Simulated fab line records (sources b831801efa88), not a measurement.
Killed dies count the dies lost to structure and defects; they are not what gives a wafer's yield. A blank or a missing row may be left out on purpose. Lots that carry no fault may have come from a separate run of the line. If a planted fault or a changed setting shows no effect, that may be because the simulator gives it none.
fab line records :: flow sky130
[record]
  lots = 14
  wafers = 42
  last_day = 50
route steps=708 shown POLY_GATE@230
lots with no fault: from the same line, run without faults
start_h: hours from the record's first day to the start of the lot's first wafer shown :: wait_h: hours since the lot's step before :: " repeats the value in the row above :: L1.1+2: several wafers, shown together as one row :: - value missing, or start not given :: * or withheld: withheld :: < > ~ a bound
route shown NAME@n: NAME is a module with steps in the file, n the number in the route of the first one :: usual: mean/standard deviation taken from wafers without a fault :: same: alike in all rows :: chamber/n: place in a boat :: sites: readings site by site :: _std_site: standard deviation across them :: _edge_site: outer sites' mean less inner sites' :: radius_mm: for every site, how far away it sits from the centre of the wafer :: mask NAME#n: copy n :: behind: the last tool/chamber to shape the wafer :: hold: reason for holding the lot/hours on hold/outcome of the hold :: device: transistor that didn't switch, given as n, p or np :: end of line: tests run on the same wafers once the route is complete :: a step with no rows: only its recipe :: killed: dies that structure and defects cost at the first sort, which is not the same as the wafer's yield :: map: per-die view of a wafer (x killed, . not killed, _ where there is no die)
set.NAME: the run value of the setting; set.NAME@STEP: its run value at that earlier step :: model.NAME: the simulator's own value behind a step, which no gauge read
steps of the route over a sample of lots; a table a step, a row a wafer
services: the hour from which a tool's chamber was out of use, counted from the record's first day as start_h (under 0 if before that day), plus the number of hours and why
[[steps]]
[step SKY_POLY_GATE_ETCH_16]
[recipe]
  stop_on = poly-Si
  chemistry = CH3F/O2
  target = Si3N4
  source_w = 400
  bias_w = 80
  pressure_mtorr = 25
  ch3f_flow_sccm = 40
  O2_flow_sccm = 30
  time_s = 147.5
  target_depth_a = 750
[usual]
  O2_flow_sccm = 30.01/0.088
  drypump_motor_current_A = 5.9/0.46
  oes_product_au = 0.640/0.0055
  throttle_valve_pct = 10.534/0.0099
lot.wafer: L286.1
tool: rie_diel-03
chamber: 2
start_h: 363.93
wait_h: 0.0
O2_flow_sccm: 29.81
drypump_motor_current_A: 5.7
oes_product_au: 0.639
rf_hours_counter_h: 2
throttle_valve_pct: 10.546

lot.wafer: L286.5
tool: rie_diel-03
chamber: 0
start_h: 363.93
wait_h: 0.0
O2_flow_sccm: 30.10
drypump_motor_current_A: 6.6
oes_product_au: 0.637
rf_hours_counter_h: -
throttle_valve_pct: 10.522

lot.wafer: L286.6
tool: rie_diel-03
chamber: 1
start_h: 363.93
wait_h: 0.0
O2_flow_sccm: 29.98
drypump_motor_current_A: 6.6
oes_product_au: 0.637
rf_hours_counter_h: -
throttle_valve_pct: 10.547

lot.wafer: L287.2
tool: rie_diel-03
chamber: 2
start_h: 368.28
wait_h: 0.0
O2_flow_sccm: 30.04
drypump_motor_current_A: 5.6
oes_product_au: 0.633
rf_hours_counter_h: 2
throttle_valve_pct: 10.549

lot.wafer: L287.4
tool: rie_diel-03
chamber: 0
start_h: 368.28
wait_h: 0.0
O2_flow_sccm: 30.03
drypump_motor_current_A: 6.5
oes_product_au: 0.632
rf_hours_counter_h: 71
throttle_valve_pct: 10.535

lot.wafer: L287.6
tool: rie_diel-03
chamber: 2
start_h: 368.28
wait_h: 0.0
O2_flow_sccm: 30.01
drypump_motor_current_A: 5.6
oes_product_au: 0.638
rf_hours_counter_h: -
throttle_valve_pct: 10.536

lot.wafer: L288.1
tool: rie_diel-04
chamber: 2
start_h: 379.13
wait_h: 0.0
O2_flow_sccm: 30.04
drypump_motor_current_A: 5.2
oes_product_au: 0.644
rf_hours_counter_h: 79
throttle_valve_pct: 10.547

lot.wafer: L288.4
tool: rie_diel-04
chamber: 1
start_h: 379.13
wait_h: 0.0
O2_flow_sccm: 30.00
drypump_motor_current_A: 5.7
oes_product_au: 0.632
rf_hours_counter_h: 81
throttle_valve_pct: 10.532

lot.wafer: L288.6
tool: rie_diel-04
chamber: 3
start_h: 379.13
wait_h: 0.0
O2_flow_sccm: 30.09
drypump_motor_current_A: 6.3
oes_product_au: 0.638
rf_hours_counter_h: -
throttle_valve_pct: 10.550

lot.wafer: L289.2
tool: rie_diel-02
chamber: 3
start_h: 395.80
wait_h: 0.0
O2_flow_sccm: 29.97
drypump_motor_current_A: 5.2
oes_product_au: 0.643
rf_hours_counter_h: 32
throttle_valve_pct: 10.545

lot.wafer: L289.5
tool: rie_diel-02
chamber: 0
start_h: 395.80
wait_h: 0.0
O2_flow_sccm: 30.01
drypump_motor_current_A: 5.7
oes_product_au: 0.644
rf_hours_counter_h: -
throttle_valve_pct: 10.526

lot.wafer: L289.6
tool: rie_diel-02
chamber: 2
start_h: 395.80
wait_h: 0.0
O2_flow_sccm: 29.90
drypump_motor_current_A: 5.9
oes_product_au: 0.638
rf_hours_counter_h: -
throttle_valve_pct: 10.532

lot.wafer: L292.3
tool: rie_diel-04
chamber: 0
start_h: 418.08
wait_h: 0.0
O2_flow_sccm: 30.09
drypump_motor_current_A: 6.0
oes_product_au: 0.637
rf_hours_counter_h: 77
throttle_valve_pct: 10.533

lot.wafer: L292.4
tool: rie_diel-04
chamber: 2
start_h: 418.08
wait_h: 0.0
O2_flow_sccm: 30.02
drypump_motor_current_A: 5.2
oes_product_au: 0.643
rf_hours_counter_h: 79
throttle_valve_pct: 10.539

lot.wafer: L292.5
tool: rie_diel-04
chamber: 1
start_h: 418.08
wait_h: 0.0
O2_flow_sccm: 29.95
drypump_motor_current_A: 5.7
oes_product_au: 0.652
rf_hours_counter_h: -
throttle_valve_pct: 10.536

lot.wafer: L293.3
tool: rie_diel-04
chamber: 3
start_h: 425.83
wait_h: 0.0
O2_flow_sccm: 30.05
drypump_motor_current_A: 6.3
oes_product_au: 0.643
rf_hours_counter_h: 8
throttle_valve_pct: 10.535

lot.wafer: L293.4
tool: rie_diel-04
chamber: 0
start_h: 425.83
wait_h: 0.0
O2_flow_sccm: 29.97
drypump_motor_current_A: 6.0
oes_product_au: 0.643
rf_hours_counter_h: 78
throttle_valve_pct: 10.522

lot.wafer: L293.5
tool: rie_diel-04
chamber: 2
start_h: 425.83
wait_h: 0.0
O2_flow_sccm: 29.87
drypump_motor_current_A: 5.2
oes_product_au: 0.637
rf_hours_counter_h: -
throttle_valve_pct: 10.538

lot.wafer: L295.2
tool: rie_diel-03
chamber: 3
start_h: 445.89
wait_h: 0.0
O2_flow_sccm: 29.96
drypump_motor_current_A: 5.4
oes_product_au: 0.648
rf_hours_counter_h: 5
throttle_valve_pct: 10.528

lot.wafer: L295.5
tool: rie_diel-03
chamber: 0
start_h: 445.89
wait_h: 0.0
O2_flow_sccm: 30.16
drypump_motor_current_A: 6.5
oes_product_au: 0.652
rf_hours_counter_h: -
throttle_valve_pct: 10.530

lot.wafer: L295.6
tool: rie_diel-03
chamber: 3
start_h: 445.89
wait_h: 0.0
O2_flow_sccm: 30.11
drypump_motor_current_A: 5.4
oes_product_au: 0.635
rf_hours_counter_h: -
throttle_valve_pct: 10.532

lot.wafer: L296.1
tool: rie_diel-04
chamber: 3
start_h: 458.28
wait_h: 0.0
O2_flow_sccm: 29.98
drypump_motor_current_A: 6.3
oes_product_au: 0.635
rf_hours_counter_h: 9
throttle_valve_pct: 10.542

lot.wafer: L296.2
tool: rie_diel-04
chamber: 2
start_h: 458.28
wait_h: 0.0
O2_flow_sccm: 30.05
drypump_motor_current_A: 5.2
oes_product_au: 0.642
rf_hours_counter_h: 80
throttle_valve_pct: 10.524

lot.wafer: L296.3
tool: rie_diel-04
chamber: 0
start_h: 458.28
wait_h: 0.0
O2_flow_sccm: 30.16
drypump_motor_current_A: 6.0
oes_product_au: 0.641
rf_hours_counter_h: 78
throttle_valve_pct: 10.524

lot.wafer: L297.2
tool: rie_diel-04
chamber: 0
start_h: 464.65
wait_h: 0.0
O2_flow_sccm: 30.06
drypump_motor_current_A: 6.0
oes_product_au: 0.635
rf_hours_counter_h: 78
throttle_valve_pct: 10.538

lot.wafer: L297.4
tool: rie_diel-04
chamber: 3
start_h: 464.65
wait_h: 0.0
O2_flow_sccm: 30.00
drypump_motor_current_A: 6.3
oes_product_au: 0.629
rf_hours_counter_h: 9
throttle_valve_pct: 10.536

lot.wafer: L297.6
tool: rie_diel-04
chamber: 3
start_h: 464.65
wait_h: 0.0
O2_flow_sccm: 29.87
drypump_motor_current_A: 6.3
oes_product_au: 0.637
rf_hours_counter_h: -
throttle_valve_pct: 10.527

lot.wafer: L299.1
tool: rie_diel-04
chamber: 1
start_h: 497.05
wait_h: 0.0
O2_flow_sccm: 29.95
drypump_motor_current_A: 5.7
oes_product_au: 0.636
rf_hours_counter_h: 83
throttle_valve_pct: 10.543

lot.wafer: L299.3
tool: rie_diel-04
chamber: 3
start_h: 497.05
wait_h: 0.0
O2_flow_sccm: 29.94
drypump_motor_current_A: 6.3
oes_product_au: 0.638
rf_hours_counter_h: 10
throttle_valve_pct: 10.538

lot.wafer: L299.5
tool: rie_diel-04
chamber: 1
start_h: 497.05
wait_h: 0.0
O2_flow_sccm: 29.92
drypump_motor_current_A: 5.7
oes_product_au: 0.645
rf_hours_counter_h: -
throttle_valve_pct: 10.533

lot.wafer: L306.2
tool: rie_diel-02
chamber: 0
start_h: 548.35
wait_h: 0.0
O2_flow_sccm: 29.93
drypump_motor_current_A: 5.7
oes_product_au: 0.640
rf_hours_counter_h: 26
throttle_valve_pct: 10.524

lot.wafer: L306.3
tool: rie_diel-02
chamber: 1
start_h: 548.35
wait_h: 0.0
O2_flow_sccm: 29.92
drypump_motor_current_A: 6.2
oes_product_au: 0.645
rf_hours_counter_h: 23
throttle_valve_pct: 10.522

lot.wafer: L306.5
tool: rie_diel-02
chamber: 2
start_h: 548.35
wait_h: 0.0
O2_flow_sccm: 30.00
drypump_motor_current_A: 5.9
oes_product_au: 0.631
rf_hours_counter_h: -
throttle_valve_pct: 10.533

lot.wafer: L307.1
tool: rie_diel-02
chamber: 3
start_h: 557.98
wait_h: 0.0
O2_flow_sccm: 30.00
drypump_motor_current_A: 5.2
oes_product_au: 0.639
rf_hours_counter_h: 35
throttle_valve_pct: 10.517

lot.wafer: L307.3
tool: rie_diel-02
chamber: 1
start_h: 557.98
wait_h: 0.0
O2_flow_sccm: 30.04
drypump_motor_current_A: 6.2
oes_product_au: 0.630
rf_hours_counter_h: 23
throttle_valve_pct: 10.523

lot.wafer: L307.5
tool: rie_diel-02
chamber: 3
start_h: 557.98
wait_h: 0.0
O2_flow_sccm: 29.98
drypump_motor_current_A: 5.2
oes_product_au: 0.633
rf_hours_counter_h: -
throttle_valve_pct: 10.522

lot.wafer: L308.2
tool: rie_diel-03
chamber: 1
start_h: 569.45
wait_h: 0.0
O2_flow_sccm: 29.97
drypump_motor_current_A: 6.5
oes_product_au: 0.635
rf_hours_counter_h: 1
throttle_valve_pct: 10.528

lot.wafer: L308.3
tool: rie_diel-03
chamber: 0
start_h: 569.45
wait_h: 0.0
O2_flow_sccm: 30.22
drypump_motor_current_A: 6.5
oes_product_au: 0.642
rf_hours_counter_h: 74
throttle_valve_pct: 10.534

lot.wafer: L308.5
tool: rie_diel-03
chamber: 2
start_h: 569.45
wait_h: 0.0
O2_flow_sccm: 30.07
drypump_motor_current_A: 5.6
oes_product_au: 0.637
rf_hours_counter_h: -
throttle_valve_pct: 10.543

lot.wafer: L309.2
tool: rie_diel-03
chamber: 0
start_h: 574.88
wait_h: 0.0
O2_flow_sccm: 29.95
drypump_motor_current_A: 6.6
oes_product_au: 0.640
rf_hours_counter_h: 74
throttle_valve_pct: 10.527

lot.wafer: L309.4
tool: rie_diel-03
chamber: 2
start_h: 574.88
wait_h: 0.0
O2_flow_sccm: 30.22
drypump_motor_current_A: 5.6
oes_product_au: 0.638
rf_hours_counter_h: 6
throttle_valve_pct: 10.519

lot.wafer: L309.5
tool: rie_diel-03
chamber: 3
start_h: 574.88
wait_h: 0.0
O2_flow_sccm: 30.08
drypump_motor_current_A: 5.4
oes_product_au: 0.638
rf_hours_counter_h: -
throttle_valve_pct: 10.528
[step SKY_POLY_GATE_STRIP_18]
[recipe]
  chemistry = O2/N2
  power_w = 1400
  pressure_mtorr = 1500
  platen_temp_c = withheld
  o2_flow_sccm = 3000
  n2_flow_sccm = 300
  overash_fraction = 0.5
[usual]
  drypump_motor_current_A = 5.8/0.42
  oes_product_au = 0.362/0.0047
  strip_time_to_endpoint_s = 3.19/0.031
lot.wafer: L286.1
tool: plasma_asher-01
chamber: 0
start_h: 364.08
wait_h: 0.0
drypump_motor_current_A: 6.6
oes_product_au: 0.364
rf_hours_counter_h: 24
strip_time_to_endpoint_s: 3.21

lot.wafer: L286.5
tool: plasma_asher-01
chamber: 1
start_h: 364.08
wait_h: 0.0
drypump_motor_current_A: 5.0
oes_product_au: 0.362
rf_hours_counter_h: -
strip_time_to_endpoint_s: 3.16

lot.wafer: L286.6
tool: plasma_asher-01
chamber: 0
start_h: 364.08
wait_h: 0.0
drypump_motor_current_A: 6.6
oes_product_au: 0.351
rf_hours_counter_h: -
strip_time_to_endpoint_s: 3.15

lot.wafer: L287.2
tool: plasma_asher-02
chamber: 1
start_h: 368.43
wait_h: 0.0
drypump_motor_current_A: 6.2
oes_product_au: 0.361
rf_hours_counter_h: 55
strip_time_to_endpoint_s: 3.21

lot.wafer: L287.4
tool: plasma_asher-02
chamber: 1
start_h: 368.43
wait_h: 0.0
drypump_motor_current_A: 6.2
oes_product_au: 0.365
rf_hours_counter_h: -
strip_time_to_endpoint_s: 3.19

lot.wafer: L287.6
tool: plasma_asher-02
chamber: 1
start_h: 368.43
wait_h: 0.0
drypump_motor_current_A: 6.2
oes_product_au: 0.363
rf_hours_counter_h: -
strip_time_to_endpoint_s: 3.18

lot.wafer: L288.1
tool: plasma_asher-01
chamber: 0
start_h: 379.28
wait_h: 0.0
drypump_motor_current_A: 6.5
oes_product_au: 0.361
rf_hours_counter_h: 26
strip_time_to_endpoint_s: 3.22

lot.wafer: L288.4
tool: plasma_asher-01
chamber: 0
start_h: 379.28
wait_h: 0.0
drypump_motor_current_A: 6.5
oes_product_au: 0.365
rf_hours_counter_h: -
strip_time_to_endpoint_s: 3.21

lot.wafer: L288.6
tool: plasma_asher-01
chamber: 1
start_h: 379.28
wait_h: 0.0
drypump_motor_current_A: 4.9
oes_product_au: 0.364
rf_hours_counter_h: -
strip_time_to_endpoint_s: 3.19

lot.wafer: L289.2
tool: plasma_asher-02
chamber: 1
start_h: 395.95
wait_h: 0.0
drypump_motor_current_A: 6.2
oes_product_au: 0.357
rf_hours_counter_h: 57
strip_time_to_endpoint_s: 3.17

lot.wafer: L289.5
tool: plasma_asher-02
chamber: 0
start_h: 395.95
wait_h: 0.0
drypump_motor_current_A: 5.9
oes_product_au: 0.363
rf_hours_counter_h: -
strip_time_to_endpoint_s: 3.20

lot.wafer: L289.6
tool: plasma_asher-02
chamber: 1
start_h: 395.95
wait_h: 0.0
drypump_motor_current_A: 6.2
oes_product_au: 0.355
rf_hours_counter_h: -
strip_time_to_endpoint_s: 3.23

lot.wafer: L292.3
tool: plasma_asher-01
chamber: 1
start_h: 418.27
wait_h: 0.1
drypump_motor_current_A: 5.0
oes_product_au: 0.368
rf_hours_counter_h: -
strip_time_to_endpoint_s: 3.21

lot.wafer: L292.4
tool: plasma_asher-01
chamber: 0
start_h: 418.27
wait_h: 0.1
drypump_motor_current_A: 6.6
oes_product_au: 0.363
rf_hours_counter_h: -
strip_time_to_endpoint_s: 3.18

lot.wafer: L292.5
tool: plasma_asher-01
chamber: 1
start_h: 418.27
wait_h: 0.1
drypump_motor_current_A: 4.9
oes_product_au: 0.369
rf_hours_counter_h: -
strip_time_to_endpoint_s: 3.20

lot.wafer: L293.3
tool: plasma_asher-04
chamber: 1
start_h: 426.02
wait_h: 0.1
drypump_motor_current_A: 5.5
oes_product_au: 0.367
rf_hours_counter_h: -
strip_time_to_endpoint_s: 3.18

lot.wafer: L293.4
tool: plasma_asher-04
chamber: 0
start_h: 426.02
wait_h: 0.1
drypump_motor_current_A: 5.3
oes_product_au: 0.361
rf_hours_counter_h: -
strip_time_to_endpoint_s: 3.24

lot.wafer: L293.5
tool: plasma_asher-04
chamber: 0
start_h: 426.02
wait_h: 0.1
drypump_motor_current_A: 5.3
oes_product_au: 0.368
rf_hours_counter_h: -
strip_time_to_endpoint_s: 3.20

lot.wafer: L295.2
tool: plasma_asher-02
chamber: 1
start_h: 446.04
wait_h: 0.0
drypump_motor_current_A: 6.2
oes_product_au: 0.351
rf_hours_counter_h: 63
strip_time_to_endpoint_s: 3.25

lot.wafer: L295.5
tool: plasma_asher-02
chamber: 0
start_h: 446.04
wait_h: 0.0
drypump_motor_current_A: 5.9
oes_product_au: 0.361
rf_hours_counter_h: -
strip_time_to_endpoint_s: 3.16

lot.wafer: L295.6
tool: plasma_asher-02
chamber: 1
start_h: 446.04
wait_h: 0.0
drypump_motor_current_A: 6.2
oes_product_au: 0.358
rf_hours_counter_h: -
strip_time_to_endpoint_s: 3.22

lot.wafer: L296.1
tool: plasma_asher-04
chamber: 1
start_h: 458.43
wait_h: 0.0
drypump_motor_current_A: 5.5
oes_product_au: 0.366
rf_hours_counter_h: 76
strip_time_to_endpoint_s: 3.16

lot.wafer: L296.2
tool: plasma_asher-04
chamber: 0
start_h: 458.43
wait_h: 0.0
drypump_motor_current_A: 5.3
oes_product_au: 0.353
rf_hours_counter_h: 76
strip_time_to_endpoint_s: 3.16

lot.wafer: L296.3
tool: plasma_asher-04
chamber: 0
start_h: 458.43
wait_h: 0.0
drypump_motor_current_A: 5.3
oes_product_au: 0.367
rf_hours_counter_h: -
strip_time_to_endpoint_s: 3.18

lot.wafer: L297.2
tool: plasma_asher-04
chamber: 0
start_h: 464.80
wait_h: 0.0
drypump_motor_current_A: 5.3
oes_product_au: 0.384
rf_hours_counter_h: 77
strip_time_to_endpoint_s: 3.65

lot.wafer: L297.4
tool: plasma_asher-04
chamber: 1
start_h: 464.80
wait_h: 0.0
drypump_motor_current_A: 5.5
oes_product_au: 0.363
rf_hours_counter_h: -
strip_time_to_endpoint_s: 3.18

lot.wafer: L297.6
tool: plasma_asher-04
chamber: 1
start_h: 464.80
wait_h: 0.0
drypump_motor_current_A: 5.5
oes_product_au: 0.356
rf_hours_counter_h: -
strip_time_to_endpoint_s: 3.21

lot.wafer: L299.1
tool: plasma_asher-02
chamber: 0
start_h: 497.20
wait_h: 0.0
drypump_motor_current_A: 5.9
oes_product_au: 0.359
rf_hours_counter_h: 68
strip_time_to_endpoint_s: 3.21

lot.wafer: L299.3
tool: plasma_asher-02
chamber: 0
start_h: 497.20
wait_h: 0.0
drypump_motor_current_A: 5.9
oes_product_au: 0.358
rf_hours_counter_h: -
strip_time_to_endpoint_s: 3.15

lot.wafer: L299.5
tool: plasma_asher-02
chamber: 0
start_h: 497.20
wait_h: 0.0
drypump_motor_current_A: 5.9
oes_product_au: 0.380
rf_hours_counter_h: -
strip_time_to_endpoint_s: 3.62

lot.wafer: L306.2
tool: plasma_asher-02
chamber: 0
start_h: 548.50
wait_h: 0.0
drypump_motor_current_A: 5.9
oes_product_au: 0.364
rf_hours_counter_h: 73
strip_time_to_endpoint_s: 3.17

lot.wafer: L306.3
tool: plasma_asher-02
chamber: 0
start_h: 548.50
wait_h: 0.0
drypump_motor_current_A: 5.9
oes_product_au: 0.353
rf_hours_counter_h: -
strip_time_to_endpoint_s: 3.13

lot.wafer: L306.5
tool: plasma_asher-02
chamber: 0
start_h: 548.50
wait_h: 0.0
drypump_motor_current_A: 5.9
oes_product_au: 0.356
rf_hours_counter_h: -
strip_time_to_endpoint_s: 3.12

lot.wafer: L307.1
tool: plasma_asher-04
chamber: 1
start_h: 558.13
wait_h: 0.0
drypump_motor_current_A: 5.5
oes_product_au: 0.366
rf_hours_counter_h: 86
strip_time_to_endpoint_s: 3.18

lot.wafer: L307.3
tool: plasma_asher-04
chamber: 1
start_h: 558.13
wait_h: 0.0
drypump_motor_current_A: 5.5
oes_product_au: 0.368
rf_hours_counter_h: -
strip_time_to_endpoint_s: 3.16

lot.wafer: L307.5
tool: plasma_asher-04
chamber: 0
start_h: 558.13
wait_h: 0.0
drypump_motor_current_A: 5.3
oes_product_au: 0.364
rf_hours_counter_h: -
strip_time_to_endpoint_s: 3.17

lot.wafer: L308.2
tool: plasma_asher-02
chamber: 0
start_h: 569.60
wait_h: 0.0
drypump_motor_current_A: 5.9
oes_product_au: 0.369
rf_hours_counter_h: 75
strip_time_to_endpoint_s: 3.21

lot.wafer: L308.3
tool: plasma_asher-02
chamber: 1
start_h: 569.60
wait_h: 0.0
drypump_motor_current_A: 6.2
oes_product_au: 0.357
rf_hours_counter_h: -
strip_time_to_endpoint_s: 3.19

lot.wafer: L308.5
tool: plasma_asher-02
chamber: 0
start_h: 569.60
wait_h: 0.0
drypump_motor_current_A: 5.9
oes_product_au: 0.356
rf_hours_counter_h: -
strip_time_to_endpoint_s: 3.21

lot.wafer: L309.2
tool: plasma_asher-04
chamber: 1
start_h: 575.04
wait_h: 0.0
drypump_motor_current_A: 5.5
oes_product_au: 0.361
rf_hours_counter_h: 88
strip_time_to_endpoint_s: 3.21

lot.wafer: L309.4
tool: plasma_asher-04
chamber: 0
start_h: 575.04
wait_h: 0.0
drypump_motor_current_A: 5.3
oes_product_au: 0.366
rf_hours_counter_h: -
strip_time_to_endpoint_s: 3.24

lot.wafer: L309.5
tool: plasma_asher-04
chamber: 0
start_h: 575.04
wait_h: 0.0
drypump_motor_current_A: 5.3
oes_product_au: 0.364
rf_hours_counter_h: -
strip_time_to_endpoint_s: 3.25
[[services]]
tool: plasma_asher-04
chamber: -
start_h: 362.96
hours: 6.6
kind: repair

tool: rie_diel-02
chamber: 0
start_h: 364.60
hours: 5.9
kind: repair

tool: plasma_asher-02
chamber: -
start_h: 380.16
hours: 2.7
kind: repair

tool: rie_diel-02
chamber: 1
start_h: 388.87
hours: 9.0
kind: repair

tool: rie_diel-03
chamber: 2
start_h: 416.59
hours: 5.8
kind: repair

tool: plasma_asher-01
chamber: -
start_h: 421.54
hours: 2.8
kind: pm

tool: rie_diel-02
chamber: -
start_h: 450.16
hours: 1.6
kind: repair

tool: rie_diel-04
chamber: 1
start_h: 480.81
hours: 5.9
kind: repair

tool: rie_diel-02
chamber: 2
start_h: 487.76
hours: -
kind: clean

tool: rie_diel-02
chamber: 2
start_h: 487.76
hours: 31.6
kind: scheduled_down

tool: rie_diel-02
chamber: 2
start_h: 487.76
hours: 31.6
kind: vent_cycle

tool: rie_diel-03
chamber: 0
start_h: 487.92
hours: 5.3
kind: repair

tool: rie_diel-03
chamber: 1
start_h: 509.48
hours: -
kind: clean

tool: rie_diel-03
chamber: 1
start_h: 509.48
hours: 17.5
kind: scheduled_down

tool: rie_diel-03
chamber: 1
start_h: 509.48
hours: 17.5
kind: vent_cycle

tool: rie_diel-04
chamber: 1
start_h: 548.12
hours: -
kind: clean

tool: rie_diel-04
chamber: 1
start_h: 548.12
hours: 29.6
kind: scheduled_down

tool: rie_diel-04
chamber: 1
start_h: 548.12
hours: 29.6
kind: vent_cycle

tool: plasma_asher-01
chamber: -
start_h: 565.19
hours: 33.9
kind: repair

tool: rie_diel-03
chamber: 1
start_h: 567.80
hours: 1.3
kind: repair
[[key]]
[first_sign]
  step = SKY_POLY_GATE_STRIP_18
  reading = strip_time_to_endpoint_s
  direction = up
  sigmas = 14
  usual = *
  struck = *
[effect]
  step = SKY_POLY_GATE_STRIP_18
  reading = oes_product_au
  direction = up
  sigmas = 4.2
  usual = 0.362
  struck = 0.382
met_at SKY_POLY_GATE_ETCH_16
struck_lots L297,L299
struck_wafers L297.2,L299.5
tester_left_out L297,L299
onset_between 458.28 464.65
[fault]
  kind = process_parameter_drift
  tool = rie_diel-04
  chamber = -
  onset_h = 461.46
  steps = SKY_POLY_GATE_ETCH_16
  channel = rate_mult
  offset = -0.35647
  shape = step
  end_h = 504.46
  scope = struck_wafers_only
// tester_left_out: of these lots the tester's yield and bins aren't shown, on N5 and GAA mostly nor the transistor test; their killed dies are dies lost to structure and defects alone, not to doping, threshold or leakage, so they don't give the yield
